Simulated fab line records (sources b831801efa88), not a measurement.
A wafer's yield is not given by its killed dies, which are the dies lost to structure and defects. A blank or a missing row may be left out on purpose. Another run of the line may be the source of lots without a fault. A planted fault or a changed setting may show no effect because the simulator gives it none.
Which tool did it? || flow gf180mcu || Sampling: 24 lots, 72 wafers, 6 of 602 route steps

== WHAT THE GAUGES READ, wafer by wafer ==
GF_M4_OVL_MEAS_15.
{"lot": "L074", "measured": "day 23 13:29", "on": "overlay-02", "M4_OVL (nm)": "-4 2 3"}
{"lot": "L075", "measured": "day 23 18:53", "on": "overlay-02", "M4_OVL (nm)": "-1 -4 4"}
{"lot": "L076", "measured": "day 24 07:08", "on": "overlay-01", "M4_OVL (nm)": "2 9 1"}
{"lot": "L077", "measured": "day 24 15:17", "on": "overlay-02", "M4_OVL (nm)": "5 6 2"}
{"lot": "L078", "measured": "day 24 22:14", "on": "overlay-02", "M4_OVL (nm)": "1 6 9"}
{"lot": "L079", "measured": "day 25 06:38", "on": "overlay-02", "M4_OVL (nm)": "1 7 9"}
{"lot": "L080", "measured": "day 25 21:11", "on": "overlay-02", "M4_OVL (nm)": "5 5 3"}
{"lot": "L081", "measured": "day 26 08:35", "on": "overlay-02", "M4_OVL (nm)": "10 6 1"}
{"lot": "L082", "measured": "day 26 11:20", "on": "overlay-01", "M4_OVL (nm)": "9 2 8"}
{"lot": "L083", "measured": "day 26 17:23", "on": "overlay-02", "M4_OVL (nm)": "1 7 -8"}
{"lot": "L084", "measured": "day 27 01:05", "on": "overlay-02", "M4_OVL (nm)": "1 1 3"}
{"lot": "L085", "measured": "day 27 04:38", "on": "overlay-02", "M4_OVL (nm)": "13 8 8"}
{"lot": "L086", "measured": "day 27 12:35", "on": "overlay-02", "M4_OVL (nm)": "12 8 8"}
{"lot": "L087", "measured": "day 27 22:59", "on": "overlay-02", "M4_OVL (nm)": "12 8 8"}
{"lot": "L088", "measured": "day 28 08:47", "on": "overlay-01", "M4_OVL (nm)": "3 2 -1"}
{"lot": "L089", "measured": "day 28 12:54", "on": "overlay-02", "M4_OVL (nm)": "-2 -4 -2"}
{"lot": "L090", "measured": "day 28 17:03", "on": "overlay-02", "M4_OVL (nm)": "8 5 9"}
{"lot": "L091", "measured": "day 29 02:59", "on": "overlay-01", "M4_OVL (nm)": "0 6 6"}
{"lot": "L092", "measured": "day 29 05:06", "on": "overlay-02", "M4_OVL (nm)": "-4 2 3"}
{"lot": "L093", "measured": "day 29 14:17", "on": "overlay-01", "M4_OVL (nm)": "6 9 5"}
{"lot": "L094", "measured": "day 30 02:20", "on": "overlay-02", "M4_OVL (nm)": "9 15 10"}
{"lot": "L095", "measured": "day 30 04:11", "on": "overlay-02", "M4_OVL (nm)": "0 6 2"}
{"lot": "L096", "measured": "day 30 11:15", "on": "overlay-02", "M4_OVL (nm)": "-5 -9 -4"}
{"lot": "L097", "measured": "day 30 16:09", "on": "overlay-02", "M4_OVL (nm)": "0 1 -4"}

GF_V4_THK_MEAS_01.
{"lot": "L074", "measured": "day 23 14:23", "on": "filmMetro-01", "V4_CVD_00_THK (nm)": "612 598 604"}
{"lot": "L075", "measured": "day 23 19:40", "on": "filmMetro-03", "V4_CVD_00_THK (nm)": "604 602 611"}
{"lot": "L076", "measured": "day 24 08:02", "on": "filmMetro-03", "V4_CVD_00_THK (nm)": "610 610 606"}
{"lot": "L077", "measured": "day 24 16:05", "on": "filmMetro-03", "V4_CVD_00_THK (nm)": "603 605 604"}
{"lot": "L078", "measured": "day 24 23:09", "on": "filmMetro-04", "V4_CVD_00_THK (nm)": "604 616 611"}
{"lot": "L079", "measured": "day 25 07:27", "on": "filmMetro-01", "V4_CVD_00_THK (nm)": "608 599 606"}
{"lot": "L080", "measured": "day 25 22:06", "on": "filmMetro-03", "V4_CVD_00_THK (nm)": "583 587 585"}
{"lot": "L081", "measured": "day 26 09:31", "on": "filmMetro-03", "V4_CVD_00_THK (nm)": "622 607 609"}
{"lot": "L082", "measured": "day 26 12:07", "on": "filmMetro-01", "V4_CVD_00_THK (nm)": "605 603 597"}
{"lot": "L083", "measured": "day 26 18:10", "on": "filmMetro-01", "V4_CVD_00_THK (nm)": "594 603 602"}
{"lot": "L084", "measured": "day 27 02:03", "on": "filmMetro-01", "V4_CVD_00_THK (nm)": "596 595 594"}
{"lot": "L085", "measured": "day 27 05:25", "on": "filmMetro-04", "V4_CVD_00_THK (nm)": "600 597 606"}
{"lot": "L086", "measured": "day 27 13:22", "on": "filmMetro-03", "V4_CVD_00_THK (nm)": "605 592 609"}
{"lot": "L087", "measured": "day 27 23:46", "on": "filmMetro-04", "V4_CVD_00_THK (nm)": "597 592 585"}
{"lot": "L088", "measured": "day 28 09:34", "on": "filmMetro-03", "V4_CVD_00_THK (nm)": "610 604 600"}
{"lot": "L089", "measured": "day 28 13:41", "on": "filmMetro-03", "V4_CVD_00_THK (nm)": "593 602 596"}
{"lot": "L090", "measured": "day 28 17:50", "on": "filmMetro-03", "V4_CVD_00_THK (nm)": "600 609 606"}
{"lot": "L091", "measured": "day 29 03:46", "on": "filmMetro-04", "V4_CVD_00_THK (nm)": "592 593 593"}
{"lot": "L092", "measured": "day 29 05:52", "on": "filmMetro-04", "V4_CVD_00_THK (nm)": "601 596 602"}
{"lot": "L093", "measured": "day 29 15:05", "on": "filmMetro-03", "V4_CVD_00_THK (nm)": "603 601 601"}
{"lot": "L094", "measured": "day 30 03:09", "on": "filmMetro-03", "V4_CVD_00_THK (nm)": "600 592 594"}
{"lot": "L095", "measured": "day 30 05:01", "on": "filmMetro-03", "V4_CVD_00_THK (nm)": "597 599 590"}
{"lot": "L096", "measured": "day 30 12:04", "on": "filmMetro-04", "V4_CVD_00_THK (nm)": "603 608 598"}
{"lot": "L097", "measured": "day 30 16:57", "on": "filmMetro-01", "V4_CVD_00_THK (nm)": "587 596 586"}

GF_V5_RS_MEAS_24: measures by four-point-probe.
{"lot": "L074", "measured": "day 27 09:16", "on": "filmMetro-02", "V5_W_RS (ohm/sq)": "0.331 0.327 0.329"}
{"lot": "L075", "measured": "day 27 14:15", "on": "filmMetro-01", "V5_W_RS (ohm/sq)": "0.330 0.323 0.329"}
{"lot": "L076", "measured": "day 28 01:49", "on": "filmMetro-02", "V5_W_RS (ohm/sq)": "0.329 0.331 0.333"}
{"lot": "L077", "measured": "day 28 08:10", "on": "filmMetro-02", "V5_W_RS (ohm/sq)": "0.324 0.327 0.327"}
{"lot": "L078", "measured": "day 28 16:35", "on": "filmMetro-04", "V5_W_RS (ohm/sq)": "0.324 0.322 0.326"}
{"lot": "L079", "measured": "day 28 21:05", "on": "filmMetro-02", "V5_W_RS (ohm/sq)": "0.329 0.324 0.327"}
{"lot": "L080", "measured": "day 29 12:22", "on": "filmMetro-02", "V5_W_RS (ohm/sq)": "0.332 0.329 0.336"}
{"lot": "L081", "measured": "day 29 22:07", "on": "filmMetro-01", "V5_W_RS (ohm/sq)": "0.328 0.332 0.329"}
{"lot": "L082", "measured": "day 30 00:05", "on": "filmMetro-01", "V5_W_RS (ohm/sq)": "0.329 0.331 0.325"}
{"lot": "L083", "measured": "day 30 06:01", "on": "filmMetro-01", "V5_W_RS (ohm/sq)": "0.324 0.323 0.322"}
{"lot": "L084", "measured": "day 30 15:57", "on": "filmMetro-01", "V5_W_RS (ohm/sq)": "0.328 0.332 0.325"}
{"lot": "L085", "measured": "day 30 16:44", "on": "filmMetro-02", "V5_W_RS (ohm/sq)": "0.326 0.324 0.322"}
{"lot": "L086", "measured": "day 30 21:20", "on": "filmMetro-01", "V5_W_RS (ohm/sq)": "0.328 0.326 0.325"}
{"lot": "L087", "measured": "day 31 08:52", "on": "filmMetro-02", "V5_W_RS (ohm/sq)": "0.325 0.326 0.325"}
{"lot": "L088", "measured": "day 31 17:05", "on": "filmMetro-01", "V5_W_RS (ohm/sq)": "0.331 0.335 0.326"}
{"lot": "L089", "measured": "day 31 20:47", "on": "filmMetro-01", "V5_W_RS (ohm/sq)": "0.325 0.329 0.322"}
{"lot": "L090", "measured": "day 31 23:49", "on": "filmMetro-02", "V5_W_RS (ohm/sq)": "0.332 0.327 0.328"}
{"lot": "L091", "measured": "day 32 09:52", "on": "filmMetro-02", "V5_W_RS (ohm/sq)": "0.327 0.326 0.327"}
{"lot": "L092", "measured": "day 32 10:38", "on": "filmMetro-04", "V5_W_RS (ohm/sq)": "0.324 0.333 0.328"}
{"lot": "L093", "measured": "day 32 19:01", "on": "filmMetro-01", "V5_W_RS (ohm/sq)": "0.328 0.331 0.326"}
{"lot": "L094", "measured": "day 33 05:20", "on": "filmMetro-04", "V5_W_RS (ohm/sq)": "0.326 0.332 0.329"}
{"lot": "L095", "measured": "day 33 06:26", "on": "filmMetro-02", "V5_W_RS (ohm/sq)": "0.326 0.329 0.330"}
{"lot": "L096", "measured": "day 33 14:16", "on": "filmMetro-01", "V5_W_RS (ohm/sq)": "0.323 0.321 0.325"}
{"lot": "L097", "measured": "day 33 17:38", "on": "filmMetro-02", "V5_W_RS (ohm/sq)": "0.328 0.331 0.325"}

== TOOL THAT RAN EACH LOT (tool first, then ch and the chambers of the sampled wafers, then the start) ==
{"lot": "L074", "GF_V3_SPUTTER_22": "pvdSputter-01, day 22 14:09", "GF_MIM_CVD_05": "pecvd-03 ch 0,1,2, day 24 14:45", "GF_M5_STRIP_11": "plasmaAsher-02 ch 0,1, day 26 10:09"}
{"lot": "L075", "GF_V3_SPUTTER_22": "pvdSputter-04, day 22 19:55", "GF_MIM_CVD_05": "pecvd-04 ch 0,1, day 24 20:34", "GF_M5_STRIP_11": "plasmaAsher-04 ch 0, day 26 16:02"}
{"lot": "L076", "GF_V3_SPUTTER_22": "pvdSputter-01, day 23 07:44", "GF_MIM_CVD_05": "pecvd-04 ch 0,1,2, day 25 08:22", "GF_M5_STRIP_11": "plasmaAsher-02 ch 0,1, day 27 03:19"}
{"lot": "L077", "GF_V3_SPUTTER_22": "pvdSputter-02, day 23 16:03", "GF_MIM_CVD_05": "pecvd-02 ch 0,2, day 25 16:00", "GF_M5_STRIP_11": "plasmaAsher-02 ch 0,1, day 27 10:30"}
{"lot": "L078", "GF_V3_SPUTTER_22": "pvdSputter-01, day 23 23:19", "GF_MIM_CVD_05": "pecvd-02 ch 0,1,2, day 25 23:25", "GF_M5_STRIP_11": "plasmaAsher-01 ch 0,1, day 27 18:22"}
{"lot": "L079", "GF_V3_SPUTTER_22": "pvdSputter-04, day 24 07:32", "GF_MIM_CVD_05": "pecvd-04 ch 0,2, day 26 06:30", "GF_M5_STRIP_11": "plasmaAsher-01 ch 0,1, day 27 23:31"}
{"lot": "L080", "GF_V3_SPUTTER_22": "pvdSputter-01, day 24 22:40", "GF_MIM_CVD_05": "pecvd-04 ch 0,1,2, day 26 21:55", "GF_M5_STRIP_11": "plasmaAsher-02 ch 0,1, day 28 14:58"}
{"lot": "L081", "GF_V3_SPUTTER_22": "pvdSputter-02, day 25 11:05", "GF_MIM_CVD_05": "pecvd-04 ch 0,1, day 27 08:45", "GF_M5_STRIP_11": "plasmaAsher-01 ch 0,1, day 29 01:09"}
{"lot": "L082", "GF_V3_SPUTTER_22": "pvdSputter-04, day 25 13:54", "GF_MIM_CVD_05": "pecvd-03 ch 0,1, day 27 10:57", "GF_M5_STRIP_11": "plasmaAsher-02 ch 0,1, day 29 02:49"}
{"lot": "L083", "GF_V3_SPUTTER_22": "pvdSputter-04, day 25 19:23", "GF_MIM_CVD_05": "pecvd-03 ch 0,2, day 27 16:47", "GF_M5_STRIP_11": "plasmaAsher-01 ch 0,1, day 29 09:04"}
{"lot": "L084", "GF_V3_SPUTTER_22": "pvdSputter-04, day 26 02:44", "GF_MIM_CVD_05": "pecvd-02 ch 0,1,2, day 28 03:14", "GF_M5_STRIP_11": "plasmaAsher-04 ch 0,1, day 29 18:49"}
{"lot": "L085", "GF_V3_SPUTTER_22": "pvdSputter-02, day 26 07:02", "GF_MIM_CVD_05": "pecvd-03 ch 0,1,2, day 28 04:03", "GF_M5_STRIP_11": "plasmaAsher-04 ch 0,1, day 29 19:53"}
{"lot": "L086", "GF_V3_SPUTTER_22": "pvdSputter-02, day 26 15:29", "GF_MIM_CVD_05": "pecvd-04 ch 0,1, day 28 11:04", "GF_M5_STRIP_11": "plasmaAsher-01 ch 0,1, day 30 01:16"}
{"lot": "L087", "GF_V3_SPUTTER_22": "pvdSputter-02, day 27 02:31", "GF_MIM_CVD_05": "pecvd-03 ch 0,1,2, day 28 22:02", "GF_M5_STRIP_11": "plasmaAsher-04 ch 0,1, day 30 12:18"}
{"lot": "L088", "GF_V3_SPUTTER_22": "pvdSputter-04, day 27 12:06", "GF_MIM_CVD_05": "pecvd-04 ch 0,1,2, day 29 07:40", "GF_M5_STRIP_11": "plasmaAsher-02 ch 0, day 30 20:58"}
{"lot": "L089", "GF_V3_SPUTTER_22": "pvdSputter-01, day 27 16:11", "GF_MIM_CVD_05": "pecvd-03 ch 0,1,2, day 29 11:43", "GF_M5_STRIP_11": "plasmaAsher-02 ch 0,1, day 31 01:13"}
{"lot": "L090", "GF_V3_SPUTTER_22": "pvdSputter-04, day 27 20:41", "GF_MIM_CVD_05": "pecvd-04 ch 1,2, day 29 15:15", "GF_M5_STRIP_11": "plasmaAsher-02 ch 0,1, day 31 04:09"}
{"lot": "L091", "GF_V3_SPUTTER_22": "pvdSputter-01, day 28 07:02", "GF_MIM_CVD_05": "pecvd-02 ch 0,1, day 30 01:02", "GF_M5_STRIP_11": "plasmaAsher-02 ch 0,1, day 31 15:01"}
{"lot": "L092", "GF_V3_SPUTTER_22": "pvdSputter-02, day 28 08:27", "GF_MIM_CVD_05": "pecvd-02 ch 1,2, day 30 03:18", "GF_M5_STRIP_11": "plasmaAsher-02 ch 0,1, day 31 15:58"}
{"lot": "L093", "GF_V3_SPUTTER_22": "pvdSputter-02, day 28 18:03", "GF_MIM_CVD_05": "pecvd-03 ch 0,2, day 30 11:49", "GF_M5_STRIP_11": "plasmaAsher-02 ch 0,1, day 32 00:07"}
{"lot": "L094", "GF_V3_SPUTTER_22": "pvdSputter-02, day 29 06:49", "GF_MIM_CVD_05": "pecvd-03 ch 0,2, day 30 23:22", "GF_M5_STRIP_11": "plasmaAsher-02 ch 0,1, day 32 11:00"}
{"lot": "L095", "GF_V3_SPUTTER_22": "pvdSputter-01, day 29 07:37", "GF_MIM_CVD_05": "pecvd-03 ch 0,1, day 31 01:31", "GF_M5_STRIP_11": "plasmaAsher-04 ch 0,1, day 32 12:22"}
{"lot": "L096", "GF_V3_SPUTTER_22": "pvdSputter-01, day 29 15:58", "GF_MIM_CVD_05": "pecvd-03 ch 0,1,2, day 31 08:14", "GF_M5_STRIP_11": "plasmaAsher-02 ch 0,1, day 32 19:35"}
{"lot": "L097", "GF_V3_SPUTTER_22": "pvdSputter-02, day 29 21:23", "GF_MIM_CVD_05": "pecvd-04 ch 0,1, day 31 13:16", "GF_M5_STRIP_11": "plasmaAsher-04 ch 0,1, day 32 23:45"}
- GF_V3_SPUTTER_22: material TiN, target thk 10 nm, time 40 s.
- GF_MIM_CVD_05: deposits Si3N4, target thk 42 nm, time 29.086 s.
- GF_M5_STRIP_11: strips in O2/N2.

== AS READ BY THE TOOLS THEMSELVES (means over the sampled wafers that have a number; for cases with no such wafer, the mark the record gives instead) ==
GF_V3_SPUTTER_22.
{"lot": "L074", "tool": "pvdSputter-01", "throttleValvePct (%)": 29.9}
{"lot": "L075", "tool": "pvdSputter-04", "throttleValvePct (%)": 30.4}
{"lot": "L076", "tool": "pvdSputter-01", "throttleValvePct (%)": 30.0}
{"lot": "L077", "tool": "pvdSputter-02", "throttleValvePct (%)": 29.9}
{"lot": "L078", "tool": "pvdSputter-01", "throttleValvePct (%)": 30.6}
{"lot": "L079", "tool": "pvdSputter-04", "throttleValvePct (%)": 30.5}
{"lot": "L080", "tool": "pvdSputter-01", "throttleValvePct (%)": 29.5}
{"lot": "L081", "tool": "pvdSputter-02", "throttleValvePct (%)": 29.6}
{"lot": "L082", "tool": "pvdSputter-04", "throttleValvePct (%)": 30.0}
{"lot": "L083", "tool": "pvdSputter-04", "throttleValvePct (%)": 30.0}
{"lot": "L084", "tool": "pvdSputter-04", "throttleValvePct (%)": 30.1}
{"lot": "L085", "tool": "pvdSputter-02", "throttleValvePct (%)": 30.2}
{"lot": "L086", "tool": "pvdSputter-02", "throttleValvePct (%)": 29.5}
{"lot": "L087", "tool": "pvdSputter-02", "throttleValvePct (%)": 30.0}
{"lot": "L088", "tool": "pvdSputter-04", "throttleValvePct (%)": 30.1}
{"lot": "L089", "tool": "pvdSputter-01", "throttleValvePct (%)": 29.9}
{"lot": "L090", "tool": "pvdSputter-04", "throttleValvePct (%)": 29.9}
{"lot": "L091", "tool": "pvdSputter-01", "throttleValvePct (%)": 29.5}
{"lot": "L092", "tool": "pvdSputter-02", "throttleValvePct (%)": 29.8}
{"lot": "L093", "tool": "pvdSputter-02", "throttleValvePct (%)": 29.7}
{"lot": "L094", "tool": "pvdSputter-02", "throttleValvePct (%)": 29.8}
{"lot": "L095", "tool": "pvdSputter-01", "throttleValvePct (%)": 29.2}
{"lot": "L096", "tool": "pvdSputter-01", "throttleValvePct (%)": 29.0}
{"lot": "L097", "tool": "pvdSputter-02", "throttleValvePct (%)": 30.3}

GF_MIM_CVD_05.
{"lot": "L074", "tool": "pecvd-03", "heaterPowerW (W)": 610}
{"lot": "L075", "tool": "pecvd-04", "heaterPowerW (W)": 601}
{"lot": "L076", "tool": "pecvd-04", "heaterPowerW (W)": 548}
{"lot": "L077", "tool": "pecvd-02", "heaterPowerW (W)": 652}
{"lot": "L078", "tool": "pecvd-02", "heaterPowerW (W)": 579}
{"lot": "L079", "tool": "pecvd-04", "heaterPowerW (W)": 569}
{"lot": "L080", "tool": "pecvd-04", "heaterPowerW (W)": 590}
{"lot": "L081", "tool": "pecvd-04", "heaterPowerW (W)": 604}
{"lot": "L082", "tool": "pecvd-03", "heaterPowerW (W)": 569}
{"lot": "L083", "tool": "pecvd-03", "heaterPowerW (W)": 650}
{"lot": "L084", "tool": "pecvd-02", "heaterPowerW (W)": 637}
{"lot": "L085", "tool": "pecvd-03", "heaterPowerW (W)": 609}
{"lot": "L086", "tool": "pecvd-04", "heaterPowerW (W)": 585}
{"lot": "L087", "tool": "pecvd-03", "heaterPowerW (W)": 588}
{"lot": "L088", "tool": "pecvd-04", "heaterPowerW (W)": 588}
{"lot": "L089", "tool": "pecvd-03", "heaterPowerW (W)": 575}
{"lot": "L090", "tool": "pecvd-04", "heaterPowerW (W)": 546}
{"lot": "L091", "tool": "pecvd-02", "heaterPowerW (W)": 615}
{"lot": "L092", "tool": "pecvd-02", "heaterPowerW (W)": 675}
{"lot": "L093", "tool": "pecvd-03", "heaterPowerW (W)": 617}
{"lot": "L094", "tool": "pecvd-03", "heaterPowerW (W)": 673}
{"lot": "L095", "tool": "pecvd-03", "heaterPowerW (W)": 523}
{"lot": "L096", "tool": "pecvd-03", "heaterPowerW (W)": 625}
{"lot": "L097", "tool": "pecvd-04", "heaterPowerW (W)": 613}

GF_M5_STRIP_11.
{"lot": "L074", "tool": "plasmaAsher-02", "drypumpMotorCurrentA (A)": 5.3, "heaterPowerW (W)": 338, "oesProductAu (a.u.)": 0.527, "stripTimeToEndpointS (s)": 7.19}
{"lot": "L075", "tool": "plasmaAsher-04", "drypumpMotorCurrentA (A)": 5.0, "heaterPowerW (W)": 350, "oesProductAu (a.u.)": 0.522, "stripTimeToEndpointS (s)": 7.05}
{"lot": "L076", "tool": "plasmaAsher-02", "drypumpMotorCurrentA (A)": 5.3, "heaterPowerW (W)": 337, "oesProductAu (a.u.)": 0.532, "stripTimeToEndpointS (s)": 7.24}
{"lot": "L077", "tool": "plasmaAsher-02", "drypumpMotorCurrentA (A)": 5.3, "heaterPowerW (W)": 341, "oesProductAu (a.u.)": 0.527, "stripTimeToEndpointS (s)": 7.07}
{"lot": "L078", "tool": "plasmaAsher-01", "drypumpMotorCurrentA (A)": 5.7, "heaterPowerW (W)": 363, "oesProductAu (a.u.)": 0.525, "stripTimeToEndpointS (s)": 7.18}
{"lot": "L079", "tool": "plasmaAsher-01", "drypumpMotorCurrentA (A)": 6.1, "heaterPowerW (W)": 362, "oesProductAu (a.u.)": 0.530, "stripTimeToEndpointS (s)": 7.19}
{"lot": "L080", "tool": "plasmaAsher-02", "drypumpMotorCurrentA (A)": 5.4, "heaterPowerW (W)": 336, "oesProductAu (a.u.)": 0.527, "stripTimeToEndpointS (s)": 7.06}
{"lot": "L081", "tool": "plasmaAsher-01", "drypumpMotorCurrentA (A)": 6.1, "heaterPowerW (W)": 363, "oesProductAu (a.u.)": 0.527, "stripTimeToEndpointS (s)": 7.16}
{"lot": "L082", "tool": "plasmaAsher-02", "drypumpMotorCurrentA (A)": 5.3, "heaterPowerW (W)": 336, "oesProductAu (a.u.)": 0.521, "stripTimeToEndpointS (s)": 6.93}
{"lot": "L083", "tool": "plasmaAsher-01", "drypumpMotorCurrentA (A)": 5.7, "heaterPowerW (W)": 357, "oesProductAu (a.u.)": 0.521, "stripTimeToEndpointS (s)": 6.96}
{"lot": "L084", "tool": "plasmaAsher-04", "drypumpMotorCurrentA (A)": 5.5, "heaterPowerW (W)": 341, "oesProductAu (a.u.)": 0.522, "stripTimeToEndpointS (s)": 7.02}
{"lot": "L085", "tool": "plasmaAsher-04", "drypumpMotorCurrentA (A)": 5.5, "heaterPowerW (W)": 334, "oesProductAu (a.u.)": 0.524, "stripTimeToEndpointS (s)": 7.08}
{"lot": "L086", "tool": "plasmaAsher-01", "drypumpMotorCurrentA (A)": 6.1, "heaterPowerW (W)": 367, "oesProductAu (a.u.)": 0.527, "stripTimeToEndpointS (s)": 7.05}
{"lot": "L087", "tool": "plasmaAsher-04", "drypumpMotorCurrentA (A)": 6.0, "heaterPowerW (W)": 324, "oesProductAu (a.u.)": 0.527, "stripTimeToEndpointS (s)": 7.13}
{"lot": "L088", "tool": "plasmaAsher-02", "drypumpMotorCurrentA (A)": 5.4, "heaterPowerW (W)": 330, "oesProductAu (a.u.)": 0.520, "stripTimeToEndpointS (s)": 7.01}
{"lot": "L089", "tool": "plasmaAsher-02", "drypumpMotorCurrentA (A)": 5.4, "heaterPowerW (W)": 334, "oesProductAu (a.u.)": 0.525, "stripTimeToEndpointS (s)": 7.16}
{"lot": "L090", "tool": "plasmaAsher-02", "drypumpMotorCurrentA (A)": 5.4, "heaterPowerW (W)": 335, "oesProductAu (a.u.)": 0.527, "stripTimeToEndpointS (s)": 7.14}
{"lot": "L091", "tool": "plasmaAsher-02", "drypumpMotorCurrentA (A)": 5.3, "heaterPowerW (W)": 339, "oesProductAu (a.u.)": 0.525, "stripTimeToEndpointS (s)": 6.99}
{"lot": "L092", "tool": "plasmaAsher-02", "drypumpMotorCurrentA (A)": 5.3, "heaterPowerW (W)": 344, "oesProductAu (a.u.)": 0.524, "stripTimeToEndpointS (s)": 7.06}
{"lot": "L093", "tool": "plasmaAsher-02", "drypumpMotorCurrentA (A)": 5.4, "heaterPowerW (W)": 328, "oesProductAu (a.u.)": 0.521, "stripTimeToEndpointS (s)": 7.01}
{"lot": "L094", "tool": "plasmaAsher-02", "drypumpMotorCurrentA (A)": 5.4, "heaterPowerW (W)": 334, "oesProductAu (a.u.)": 0.521, "stripTimeToEndpointS (s)": 7.04}
{"lot": "L095", "tool": "plasmaAsher-04", "drypumpMotorCurrentA (A)": 6.0, "heaterPowerW (W)": 324, "oesProductAu (a.u.)": 0.523, "stripTimeToEndpointS (s)": 7.04}
{"lot": "L096", "tool": "plasmaAsher-02", "drypumpMotorCurrentA (A)": 5.4, "heaterPowerW (W)": 341, "oesProductAu (a.u.)": 0.524, "stripTimeToEndpointS (s)": 7.05}
{"lot": "L097", "tool": "plasmaAsher-04", "drypumpMotorCurrentA (A)": 5.5, "heaterPowerW (W)": 334, "oesProductAu (a.u.)": 0.516, "stripTimeToEndpointS (s)": 6.88}

== THE ANSWER, worked out from the rows above alone ==
Rule: usual is defined by the lots themselves. Put in order of their means at a reading, lots are off if they are a third of the lots or fewer, leave a main group of 4 or more, and stand apart from it by a gap of 3 or more times the standard deviation of the main group's means; of several such gaps the widest counts. If all means in a main group match to the digits the tables above print for the reading, that group is not used. Also off: a lot with no number at a reading for which 4 or more lots have one. The other lots that the step has rows for count as sound. Order of review: gauges by route order, followed by the tools' own readings, for which a lot's mean as printed above is used. At the first step where some lot is off, the reading lying furthest off is the one used; lots without a number count as furthest.
Nothing can be told from this: no lot is off at any reading shown.

== WHAT WAS PUT IN BY THE SIMULATOR ==
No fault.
